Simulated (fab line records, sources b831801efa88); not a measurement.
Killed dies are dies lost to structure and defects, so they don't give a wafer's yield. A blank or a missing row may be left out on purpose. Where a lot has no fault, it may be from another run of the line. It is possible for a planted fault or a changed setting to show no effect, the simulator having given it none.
The same fault as seen by 2 desks / flow sky130 / every desk sees just its own numbers, and what lay behind them comes last

== THE TOOL OWNER'S DESK: litho track-01 ==
The tool's own readings at SKY_FIELD_ISO_DEVELOP_12 (develop time 60 s): means of the sampled wafers that have a number, for each lot that ran on this tool. Any lot whose mean is over 4 standard deviations away from the usual mean is out of limits and marked OUT; that distance is given in the brackets.
Columns: A = developer temp C at SKY_FIELD_ISO_DEVELOP_12, usual 20.98 C
lot=L937; first seen here=day 2 08:00; A=21.03
lot=L941; first seen here=day 3 06:00; A=21.01
lot=L942; first seen here=day 3 13:00; A=20.90
lot=L945; first seen here=day 4 03:00; A=21.05
lot=L947; first seen here=day 4 13:00; A=20.84
lot=L948; first seen here=day 4 20:00; A=21.00
lot=L949; first seen here=day 5 00:00; A=20.91
lot=L955; first seen here=day 6 08:00; A=19.99 (-9.0) OUT
lot=L956; first seen here=day 6 13:00; A=20.05 (-8.4) OUT
lot=L958; first seen here=day 7 03:00; A=20.30 (-6.2) OUT
Finding of this desk: L955, L956, L958 out of limits; the first was L955 at day 6 08:00, on developer temp C at SKY_FIELD_ISO_DEVELOP_12. L937, L941, L942, L945, L947, L948, L949 stayed within limits.

== THE METROLOGY DESK ==
Means of the sampled wafers that have a number, per lot and without regard to the tool the lot ran on: this is what the gauges read. Any lot whose mean is over 4 standard deviations away from the usual mean is out of limits and marked OUT; that distance is given in the brackets.
Columns: A = FIELD_ISO_CVD_03_THK at SKY_FIELD_ISO_THK_MEAS_04, usual 164.7 nm; B = cd nm at SKY_VT_ADJUST_HVTR_CD_MEAS_07, usual 380.7 nm
lot=L936; first seen here=day 1 14:18; A=163.9; B=378.5
lot=L937; first seen here=day 1 18:35; A=166.2; B=378.6
lot=L939; first seen here=day 2 05:15; A=166.2; B=379.6
lot=L941; first seen here=day 2 14:29; A=163.6; B=383.1
lot=L942; first seen here=day 2 21:08; A=164.9; B=379.4
lot=L943; first seen here=day 3 00:29; A=164.2; B=380.6
lot=L944; first seen here=day 3 07:06; A=164.8; B=380.4
lot=L945; first seen here=day 3 11:28; A=164.4; B=384.0
lot=L947; first seen here=day 3 20:58; A=166.6; B=382.3
lot=L948; first seen here=day 4 03:20; A=163.3; B=379.7
lot=L949; first seen here=day 4 07:31; A=164.1; B=381.5
lot=L955; first seen here=day 5 14:11; A=163.9; B=377.7
lot=L956; first seen here=day 5 19:07; A=164.2; B=379.9
lot=L958; first seen here=day 6 07:10; A=164.7; B=381.3
This desk's finding: nothing out of limits on any of the 14 lots.

== BROUGHT TOGETHER ==
On L955, L956, L958, at day 6 08:00, an alarm was possible from the tool owner's desk.
Metrology desk: nothing out of limits seen.
The metrology desk holds a record of L955, L956, L958, inside its limits.
SKY_FIELD_ISO_DEVELOP_12 was run on litho track-01 by each of the lots named.

== WHAT THE SIMULATOR HAD INSERTED ==
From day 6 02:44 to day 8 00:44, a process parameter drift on litho track-01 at SKY_FIELD_ISO_DEVELOP_12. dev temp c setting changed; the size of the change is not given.
Shown lots that were struck: L955, L956, L958.
Time in hours from fault onset to the first out-of-limits reading at each desk: the tool owner's desk, 5.
